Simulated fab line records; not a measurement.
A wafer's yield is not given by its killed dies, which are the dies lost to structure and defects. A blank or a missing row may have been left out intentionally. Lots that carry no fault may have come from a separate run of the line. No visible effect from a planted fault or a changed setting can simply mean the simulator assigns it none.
fab line records	flow sky130
record: lots: 7	wafers: 21	last-day: 50
route steps=708 shown VT_ADJUST_NCORE@123 VT_ADJUST_HVTR@131 PAD_OPEN@708
lots untouched by any fault: they come from a run of this same line in which no faults occurred
start-h: the number of hours between the record's first day and the start of the first shown wafer of the lot	wait-h: hours from the lot's prior step to this one	" identical to the entry in the row above	L1.1+2: a row that stands for several wafers	- no value, or no start given	* or withheld: withheld	< > ~ a bound
route shown NAME@n: a module of which the file shows steps, and the number in the route of the first	usual: mean/standard deviation taken from wafers without a fault	same: alike in all rows	chamber/n: place in a boat	sites: per-site readings	_std_site: standard deviation across them	_edge_site: the outer-site mean with the inner-site mean subtracted	radius-mm: how far each site lies from the wafer's centre	mask NAME#n: copy n	behind: the last tool/chamber to shape the wafer	hold: reason for holding the lot/hours on hold/outcome of the hold	device: transistor that didn't switch, given as n, p or np	end of line: tests run on the same wafers once the route is complete	step lacking rows: just its recipe	killed: the dies lost at the first sort to structure and to defects; this is not the yield of the wafer	map: a wafer's dies, marking killed ones x, the rest . and places with no die _
set.NAME: the setting the step ran with; set.NAME@STEP: the setting that earlier step ran with	model.NAME: the simulator's own value behind a step, which no gauge read
certain route steps with their lots: each step a table, each wafer a row
services: the hour from which a tool's chamber was out of use, counted from the record's first day as start-h (under 0 if before that day), plus the number of hours and why
== steps ==
step: SKY_VT_ADJUST_NCORE_EXPOSE_04
recipe: mask-id: LVTN_COMPLEMENT_THIN	na: 0.6	source-shape: conventional	sigma-outer: 0.6	polarization: unpolarized	target-cd-nm: 380	dose-mj: 139
step: SKY_VT_ADJUST_NCORE_PEB_05
recipe: temp-c: withheld	time-s: *	resist: NOVOLAK
step: SKY_VT_ADJUST_NCORE_DEVELOP_06
recipe: resist: NOVOLAK	developer: TMAH	develop-time-s: 60	dev-temp-c: 23
step: SKY_VT_ADJUST_NCORE_CD_MEAS_07
recipe: target-cd-nm: 380
usual: cd-nm: 379/3
lot.wafer	tool	chamber	start-h	wait-h	cd-nm
L472.1	cd-sem-01	-	192.68	0.1	380
L472.2	"	-	"	"	382
L472.6	"	-	"	"	382
L475.2	cd-sem-01	-	211.75	0.1	376
L475.3	"	-	"	"	376
L475.4	"	-	"	"	375
L479.1	cd-sem-02	-	241.02	0.1	378
L479.2	"	-	"	"	379
L479.4	"	-	"	"	380
L480.1	cd-sem-02	-	245.43	0.1	377
L480.5	"	-	"	"	377
L480.6	"	-	"	"	378
L486.1	cd-sem-02	-	286.24	0.1	386
L486.2	"	-	"	"	386
L486.3	"	-	"	"	386
L489.2	cd-sem-01	-	311.21	0.1	378
L489.3	"	-	"	"	379
L489.5	"	-	"	"	381
L494.1	cd-sem-01	-	340.87	0.1	384
L494.5	"	-	"	"	381
L494.6	"	-	"	"	379
step: SKY_VT_ADJUST_NCORE_OVL_MEAS_08
usual: VT_ADJUST_NCORE_OVL: 0.8/1.4
lot.wafer	tool	chamber	start-h	wait-h	VT_ADJUST_NCORE_OVL[nm]
L472.1	overlay-02	-	192.80	0.1	1.5
L472.2	"	-	"	"	2.1
L472.6	"	-	"	"	1.5
L475.2	overlay-01	-	211.85	0.1	-1.5
L475.3	"	-	"	"	0.2
L475.4	"	-	"	"	-1.9
L479.1	overlay-02	-	241.14	0.1	-1.3
L479.2	"	-	"	"	2.3
L479.4	"	-	"	"	-0.1
L480.1	overlay-01	-	245.55	0.1	3.0
L480.5	"	-	"	"	2.7
L480.6	"	-	"	"	1.8
L486.1	overlay-02	-	286.36	0.1	-0.6
L486.2	"	-	"	"	1.4
L486.3	"	-	"	"	1.3
L489.2	overlay-02	-	311.31	0.1	-0.3
L489.3	"	-	"	"	-0.1
L489.5	"	-	"	"	-0.1
L494.1	overlay-02	-	340.99	0.1	2.9
L494.5	"	-	"	"	1.4
L494.6	"	-	"	"	0.1
step: SKY_VT_ADJUST_NCORE_IMPLANT_09
recipe: species: B	energy-kev: 10	dose-cm2: 2.4e+12	tilt-deg: withheld
step: SKY_VT_ADJUST_NCORE_STRIP_10
recipe: chemistry: O2/N2	power-w: 1400	pressure-mtorr: 1500	platen-temp-c: withheld	o2-flow-sccm: 3000	n2-flow-sccm: 300	overash-fraction: 0.5
usual: drypump-motor-current-A: 5.6/0.62	oes-product-au: 0.716/0.0043	strip-time-to-endpoint-s: 14.18/0.045
lot.wafer	tool	chamber	start-h	wait-h	drypump-motor-current-A	oes-product-au	rf-hours-counter-h	strip-time-to-endpoint-s
L472.1	plasma-asher-04	0	192.98	0.1	5.0	0.718	50	14.21
L472.2	"	1	"	"	5.4	0.717	50	14.19
L472.6	"	0	"	"	5.0	0.715	-	14.16
L475.2	plasma-asher-03	1	212.03	0.1	4.9	0.716	40	14.13
L475.3	"	0	"	"	6.5	0.712	-	14.12
L475.4	"	1	"	"	4.9	0.707	-	14.10
L479.1	plasma-asher-03	0	241.32	0.1	6.5	0.711	43	14.14
L479.2	"	1	"	"	4.9	0.717	43	14.17
L479.4	"	0	"	"	6.5	0.717	-	14.19
L480.1	plasma-asher-04	0	245.73	0.1	5.0	0.709	56	14.23
L480.5	"	1	"	"	5.4	0.716	-	14.22
L480.6	"	0	"	"	5.0	0.718	-	14.23
L486.1	plasma-asher-03	1	286.54	0.1	4.9	0.717	48	14.22
L486.2	"	0	"	"	6.5	0.719	48	14.21
L486.3	"	0	"	"	6.4	0.712	-	14.17
L489.2	plasma-asher-04	1	311.49	0.1	5.4	0.716	62	14.20
L489.3	"	0	"	"	5.0	0.707	-	14.12
L489.5	"	1	"	"	5.4	0.715	-	14.15
L494.1	plasma-asher-04	1	341.17	0.1	5.5	0.720	65	14.15
L494.5	"	0	"	"	5.0	0.713	-	14.17
L494.6	"	1	"	"	5.5	0.715	-	14.20
step: SKY_VT_ADJUST_NCORE_TW_MEAS_11
usual: VT_ADJUST_NCORE_TW: 219.7/1.9
lot.wafer	tool	chamber	start-h	wait-h	VT_ADJUST_NCORE_TW
L472.1	film-metro-02	-	193.08	0.1	218.4
L472.2	"	-	"	"	218.3
L472.6	"	-	"	"	218.0
L475.2	film-metro-04	-	212.14	0.1	223.5
L475.3	"	-	"	"	222.9
L475.4	"	-	"	"	222.3
L479.1	film-metro-04	-	241.42	0.1	220.0
L479.2	"	-	"	"	219.1
L479.4	"	-	"	"	220.6
L480.1	film-metro-01	-	245.83	0.1	218.8
L480.5	"	-	"	"	219.0
L480.6	"	-	"	"	219.0
L486.1	film-metro-04	-	286.64	0.1	221.9
L486.2	"	-	"	"	221.5
L486.3	"	-	"	"	223.2
L489.2	film-metro-04	-	311.60	0.1	221.4
L489.3	"	-	"	"	223.4
L489.5	"	-	"	"	222.4
L494.1	film-metro-01	-	341.27	0.1	220.4
L494.5	"	-	"	"	220.3
L494.6	"	-	"	"	219.8
step: SKY_VT_ADJUST_HVTR_DEHYDRATE_00
recipe: temp-c: 200	time-s: 60
step: SKY_VT_ADJUST_HVTR_HMDS_01
recipe: prime-time-s: 60	prime-temp-c: 120
step: SKY_VT_ADJUST_HVTR_COAT_02
recipe: resist: NOVOLAK	spin-rpm: 3000	resist-thk-nm: 1133
step: SKY_VT_ADJUST_HVTR_SOFTBAKE_03
recipe: temp-c: 90	time-s: 60	resist: NOVOLAK
step: SKY_VT_ADJUST_HVTR_EXPOSE_04
recipe: mask-id: HVTRM	target-cd-nm: 380	na: 0.6	source-shape: conventional	sigma-outer: 0.6	dose-mj: 150
usual: exposure-dose-mJ-cm2: 149.56/0.15	reticle-temp-C: 22.98/0.097	stage-vel-mm-s: 500.03/0.23
lot.wafer	tool	chamber	start-h	wait-h	mask	exposure-dose-mJ-cm2	reticle-temp-C	stage-vel-mm-s
L472.1	iline-stepper-02	0	203.28	-	HVTRM#0	149.78	22.93	500.19
L472.2	"	0	"	"	HVTRM#0	149.71	23.09	500.34
L472.6	"	0	"	"	HVTRM#0	149.71	22.97	500.41
L475.2	iline-stepper-01	0	222.94	-	HVTRM#0	149.61	23.02	499.79
L475.3	"	0	"	"	HVTRM#0	149.46	23.13	499.97
L475.4	"	0	"	"	HVTRM#0	149.48	23.09	500.18
L479.1	iline-stepper-02	0	252.68	-	HVTRM#0	154.65	22.98	500.01
L479.2	"	0	"	"	HVTRM#0	154.64	22.95	500.19
L479.4	"	0	"	"	HVTRM#0	154.57	23.01	500.42
L480.1	iline-stepper-02	0	257.39	-	HVTRM#0	154.48	22.90	500.02
L480.5	"	0	"	"	HVTRM#0	154.47	22.67	500.04
L480.6	"	0	"	"	HVTRM#0	154.60	22.79	499.83
L486.1	iline-stepper-02	0	299.05	-	HVTRM#0	152.80	22.97	499.57
L486.2	"	0	"	"	HVTRM#0	152.50	22.87	499.70
L486.3	"	0	"	"	HVTRM#0	152.48	22.79	499.58
L489.2	iline-stepper-01	0	324.64	-	HVTRM#0	149.66	22.97	500.05
L489.3	"	0	"	"	HVTRM#0	149.49	23.03	500.01
L489.5	"	0	"	"	HVTRM#0	149.47	23.03	500.51
L494.1	iline-stepper-01	0	355.01	-	HVTRM#0	149.65	23.07	500.02
L494.5	"	0	"	"	HVTRM#0	149.70	22.97	499.86
L494.6	"	0	"	"	HVTRM#0	149.98	23.02	499.91
step: SKY_VT_ADJUST_HVTR_PEB_05
recipe: temp-c: withheld	time-s: *	resist: NOVOLAK
step: SKY_VT_ADJUST_HVTR_DEVELOP_06
recipe: develop-time-s: 60	dev-temp-c: 23
step: SKY_VT_ADJUST_HVTR_CD_MEAS_07
recipe: target-cd-nm: 380
usual: cd-nm: 379.8/2.9
lot.wafer	tool	chamber	start-h	wait-h	hold	cd-nm
L472.1	cd-sem-02	-	214.94	0.1	-	380.8
L472.2	"	-	"	"	-	379.4
L472.6	"	-	"	"	-	380.4
L475.2	cd-sem-01	-	234.20	0.1	-	377.4
L475.3	"	-	"	"	-	376.9
L475.4	"	-	"	"	-	377.2
L479.1	cd-sem-02	-	264.24	0.1	-	387.9
L479.2	"	-	"	"	-	387.2
L479.4	"	-	"	"	-	385.5
L480.1	cd-sem-02	-	268.63	0.1	await-dispo/0.2h/release	391.2
L480.5	"	-	"	"	await-dispo/0.2h/release	393.1
L480.6	"	-	"	"	await-dispo/0.2h/release	392.6
L480.1	cd-sem-02	-	268.92	0.3	-	391.2
L480.5	"	-	"	"	-	393.4
L480.6	"	-	"	"	-	392.2
L486.1	cd-sem-02	-	311.49	0.1	-	385.9
L486.2	"	-	"	"	-	387.5
L486.3	"	-	"	"	-	385.1
L489.2	cd-sem-02	-	337.99	0.1	-	378.1
L489.3	"	-	"	"	-	374.2
L489.5	"	-	"	"	-	377.3
L494.1	cd-sem-01	-	369.12	0.1	-	380.8
L494.5	"	-	"	"	-	379.2
L494.6	"	-	"	"	-	378.0
step: SKY_VT_ADJUST_HVTR_OVL_MEAS_08
usual: VT_ADJUST_HVTR_OVL: -0.4/1.3
lot.wafer	tool	chamber	start-h	wait-h	hold	VT_ADJUST_HVTR_OVL[nm]
L472.1	overlay-01	-	215.06	0.1	-	0.8
L472.2	"	-	"	"	-	0.4
L472.6	"	-	"	"	-	-0.9
L475.2	overlay-01	-	234.31	0.1	-	0.2
L475.3	"	-	"	"	-	0.5
L475.4	"	-	"	"	-	-0.3
L479.1	overlay-02	-	264.36	0.1	-	-3.4
L479.2	"	-	"	"	-	-1.8
L479.4	"	-	"	"	-	-4.1
L480.1	overlay-02	-	270.76	1.8	await-dispo/1.7h/release	-0.7
L480.5	"	-	"	"	await-dispo/1.7h/release	0.3
L480.6	"	-	"	"	await-dispo/1.7h/release	-1.9
L486.1	overlay-01	-	311.61	0.1	-	2.9
L486.2	"	-	"	"	-	0.7
L486.3	"	-	"	"	-	0.0
L489.2	overlay-02	-	338.10	0.1	-	-0.2
L489.3	"	-	"	"	-	-1.1
L489.5	"	-	"	"	-	1.7
L494.1	overlay-01	-	369.24	0.1	-	-1.6
L494.5	"	-	"	"	-	-0.4
L494.6	"	-	"	"	-	0.5
step: SKY_PAD_OPEN_PROBE_99
usual: killed_at_M0_to_M3: 42/7.2	killed_at_M4_up: 3.4/2.1	killed-at-contacts: 24/5.4	killed-at-front-end: 15/4	killed-at-other: 0.3/0.53	killed-dies: 85/8.8	killed-open: 47/6.7	killed-short: 38/6.5
same: gross-dies: 492	killed-at-back-side: 0
lot.wafer	tool	chamber	start-h	wait-h	killed_at_M0_to_M3	killed_at_M4_up	killed-at-contacts	killed-at-front-end	killed-at-other	killed-dies	killed-open	killed-short
L472.1	prober-01	-	1087.89	0.1	50	4	23	8	0	85	40	45
L472.2	prober-01	-	1087.94	0.1	43	7	27	11	0	88	51	37
L472.6	prober-01	-	1088.14	0.2	51	5	24	16	0	96	51	45
L475.2	prober-02	-	1105.55	0.1	43	2	14	13	0	72	40	32
L475.3	prober-02	-	1105.60	0.2	39	1	21	17	0	78	38	40
L475.4	prober-02	-	1105.65	0.2	31	4	21	18	0	74	39	34
L479.1	prober-02	-	1130.63	0.1	36	2	24	10	1	73	43	29
L479.2	prober-02	-	1130.68	0.1	41	1	19	12	1	74	47	27
L479.4	prober-02	-	1130.78	0.2	27	5	16	21	0	69	27	42
L480.1	prober-01	-	1136.36	0.1	37	3	29	23	0	92	55	35
L480.5	prober-01	-	1136.56	0.2	45	4	23	14	0	86	44	42
L480.6	prober-01	-	1136.61	0.2	38	3	35	19	0	95	45	49
L486.1	prober-01	-	1164.24	0.1	46	4	14	19	0	83	50	33
L486.2	prober-01	-	1164.29	0.1	45	6	20	12	0	83	41	40
L486.3	prober-01	-	1164.34	0.2	37	2	21	16	0	76	38	38
L489.2	prober-02	-	1179.27	0.1	47	2	21	17	1	88	48	39
L489.3	prober-02	-	1179.32	0.2	41	3	29	13	2	88	46	41
L489.5	prober-02	-	1179.42	0.2	56	2	29	13	0	100	56	44
L494.1	prober-02	-	1202.99	0.1	48	6	33	14	0	101	52	49
L494.5	prober-02	-	1203.19	0.2	52	6	22	14	0	94	58	36
L494.6	prober-02	-	1203.24	0.2	29	2	34	15	0	80	47	33
killed by level:class
L472.1 METAL2:geometric-particle:short=13 VIA2:geometric-particle:open=9 CONTACT:geometric-particle:open=8 VIA1:geometric-particle:open=8 CONTACT:geometric-particle:short=7 METAL1:geometric-particle:short=5 VIA3:geometric-particle:open=5 LI_CONTACT:geometric-particle:open=4
L472.2 VIA1:geometric-particle:open=11 LI_CONTACT:geometric-particle:open=9 VIA2:geometric-particle:open=9 CONTACT:geometric-particle:open=7 METAL1:geometric-particle:short=6 CONTACT:geometric-particle:short=5 METAL4:geometric-particle:short=5 LOCAL_INTERCONNECT:geometric-particle:short=4
L472.6 VIA1:geometric-particle:open=15 METAL1:geometric-particle:short=9 METAL2:geometric-particle:short=8 CONTACT:geometric-particle:short=7 CONTACT:geometric-particle:open=7 VIA3:geometric-particle:open=7 LI_CONTACT:geometric-particle:open=6 FIELD_ISO:geometric-particle:open=5
L475.2 VIA1:geometric-particle:open=7 VIA3:geometric-particle:open=7 METAL1:geometric-particle:short=6 VIA2:geometric-particle:open=6 POLY_GATE:geometric-particle:short=5 CONTACT:geometric-particle:open=5 FIELD_ISO:geometric-particle:open=4 VIA2:geometric-particle:short=4
L475.3 METAL2:geometric-particle:short=9 VIA3:geometric-particle:open=8 POLY_GATE:geometric-particle:short=6 LI_CONTACT:geometric-particle:open=6 CONTACT:geometric-particle:short=6 METAL1:geometric-particle:short=5 POLY_GATE:geometric-particle:open=4 CONTACT:geometric-particle:open=4
L475.4 CONTACT:geometric-particle:open=8 POLY_GATE:geometric-particle:short=7 VIA2:geometric-particle:open=6 VIA3:geometric-particle:open=6 POLY_GATE:geometric-particle:open=5 VIA1:geometric-particle:open=5 LOCAL_INTERCONNECT:geometric-particle:short=5 VIA1:geometric-particle:short=5
L479.1 VIA1:geometric-particle:open=11 CONTACT:geometric-particle:open=7 LI_CONTACT:geometric-particle:open=6 VIA2:geometric-particle:open=5 CONTACT:geometric-particle:short=4 VIA3:geometric-particle:open=4 POLY_GATE:geometric-particle:open=3 LI_CONTACT:geometric-particle:short=3
L479.2 VIA1:geometric-particle:open=16 CONTACT:geometric-particle:open=9 METAL1:geometric-particle:short=5 METAL2:geometric-particle:open=4 CONTACT:geometric-particle:short=4 VIA1:geometric-particle:short=4 VIA3:geometric-particle:open=4 FIELD_ISO:geometric-particle:short=3
L479.4 CONTACT:geometric-particle:open=6 VIA1:geometric-particle:open=6 CONTACT:geometric-particle:short=5 VIA1:geometric-particle:short=5 FIELD_ISO:geometric-particle:open=4 VIA2:geometric-particle:short=4 METAL4:geometric-particle:short=4 FIELD_ISO:geometric-particle:short=3
L480.1 CONTACT:geometric-particle:open=12 VIA2:geometric-particle:open=10 LI_CONTACT:geometric-particle:open=8 VIA1:geometric-particle:open=8 FIELD_ISO:geometric-particle:short=6 POLY_GATE:geometric-particle:short=5 METAL1:geometric-particle:short=4 LI_CONTACT:geometric-particle:short=3
L480.5 VIA1:geometric-particle:open=11 CONTACT:geometric-particle:open=8 CONTACT:geometric-particle:short=6 METAL1:geometric-particle:short=6 POLY_GATE:geometric-particle:open=5 VIA1:geometric-particle:short=5 LI_CONTACT:geometric-particle:open=4 VIA2:geometric-particle:short=4
L480.6 CONTACT:geometric-particle:open=11 CONTACT:geometric-particle:short=9 VIA1:geometric-particle:open=9 LI_CONTACT:geometric-particle:open=8 VIA1:geometric-particle:short=6 FIELD_ISO:geometric-particle:short=5 VIA2:geometric-particle:open=5 FIELD_ISO:geometric-particle:open=4
L486.1 VIA1:geometric-particle:open=11 POLY_GATE:geometric-particle:open=7 FIELD_ISO:geometric-particle:open=6 VIA1:geometric-particle:short=6 VIA3:geometric-particle:short=5 METAL1:geometric-particle:short=5 VIA3:geometric-particle:open=5 LI_CONTACT:geometric-particle:open=4
L486.2 VIA1:geometric-particle:open=9 VIA2:geometric-particle:open=7 METAL2:geometric-particle:short=6 LI_CONTACT:geometric-particle:open=6 CONTACT:geometric-particle:open=6 METAL1:geometric-particle:short=6 LOCAL_INTERCONNECT:geometric-particle:short=5 VIA3:geometric-particle:open=5
L486.3 VIA1:geometric-particle:open=10 CONTACT:geometric-particle:open=9 VIA2:geometric-particle:open=6 LI_CONTACT:geometric-particle:open=5 VIA2:geometric-particle:short=5 FIELD_ISO:geometric-particle:short=4 VIA1:geometric-particle:short=4 POLY_GATE:geometric-particle:short=3
L489.2 VIA1:geometric-particle:open=10 CONTACT:geometric-particle:open=8 VIA3:geometric-particle:open=7 LOCAL_INTERCONNECT:geometric-particle:short=6 VIA1:geometric-particle:short=6 METAL1:geometric-particle:short=5 FIELD_ISO:geometric-particle:short=4 VIA3:geometric-particle:short=4
L489.3 LI_CONTACT:geometric-particle:open=13 VIA1:geometric-particle:open=10 POLY_GATE:geometric-particle:short=7 CONTACT:geometric-particle:open=7 METAL2:geometric-particle:short=7 VIA3:geometric-particle:open=5 CONTACT:geometric-particle:short=4 VIA1:geometric-particle:short=4
L489.5 VIA1:geometric-particle:open=12 CONTACT:geometric-particle:open=11 METAL1:geometric-particle:short=10 METAL2:geometric-particle:short=9 LOCAL_INTERCONNECT:geometric-particle:short=8 VIA3:geometric-particle:open=6 LI_CONTACT:geometric-particle:open=6 VIA2:geometric-particle:open=6
L494.1 LI_CONTACT:geometric-particle:open=10 VIA1:geometric-particle:short=10 CONTACT:geometric-particle:open=9 VIA1:geometric-particle:open=8 CONTACT:geometric-particle:short=7 METAL2:geometric-particle:short=6 METAL1:geometric-particle:short=6 VIA3:geometric-particle:open=5
L494.5 VIA1:geometric-particle:open=13 VIA3:geometric-particle:open=12 LI_CONTACT:geometric-particle:open=8 VIA1:geometric-particle:short=7 CONTACT:geometric-particle:open=6 FIELD_ISO:geometric-particle:open=5 METAL4:geometric-particle:short=5 LOCAL_INTERCONNECT:geometric-particle:short=4
L494.6 LI_CONTACT:geometric-particle:open=13 VIA1:geometric-particle:open=11 CONTACT:geometric-particle:open=9 LI_CONTACT:geometric-particle:short=7 FIELD_ISO:geometric-particle:short=5 POLY_GATE:geometric-particle:open=4 VIA1:geometric-particle:short=4 METAL1:geometric-particle:short=3
== services ==
tool	chamber	start-h	hours	kind
plasma-asher-04	-	175.02	4.3	repair
plasma-asher-04	-	187.30	2.8	pm
iline-stepper-01	-	209.03	1.7	pm
iline-stepper-01	0	234.05	-	calibration
iline-stepper-01	-	235.98	3.3	repair
iline-stepper-02	-	244.78	1.7	pm
plasma-asher-03	-	271.22	1.3	repair
plasma-asher-03	-	354.28	7.8	repair
== key ==
first-sign: step: SKY_VT_ADJUST_HVTR_EXPOSE_04	reading: exposure-dose-mJ-cm2	direction: up	sigmas: 29	usual: *	struck: *
effect: step: SKY_VT_ADJUST_HVTR_CD_MEAS_07	reading: cd-nm	direction: up	sigmas: 3	usual: 379.8	struck: 388.4	through: control-loop
met-at SKY_VT_ADJUST_HVTR_EXPOSE_04
struck-wafers L479.1,L479.2,L479.4,L480.1,L480.5,L480.6,L486.1,L486.2,L486.3
tester-left-out L479,L480,L486
loop-trim: step: SKY_VT_ADJUST_HVTR_EXPOSE_04	setting: dose	lots: L486
onset-between 203.28 252.68
fault: kind: process-parameter-drift	tool: iline-stepper-02	chamber: -	onset-h: 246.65	steps: SKY_VT_ADJUST_HVTR_EXPOSE_04	channel: dose-mj	offset: 4.9188	shape: step	acts-in: these-recipes-only	stated: 150
tester-left-out: of these lots the tester's yield and bins aren't shown, on N5 and GAA mostly nor the transistor test; their killed dies are dies lost to structure and defects alone, not to doping, threshold or leakage, so they don't give the yield
loop-trim: a control loop set the setting to another value than it would have without faults
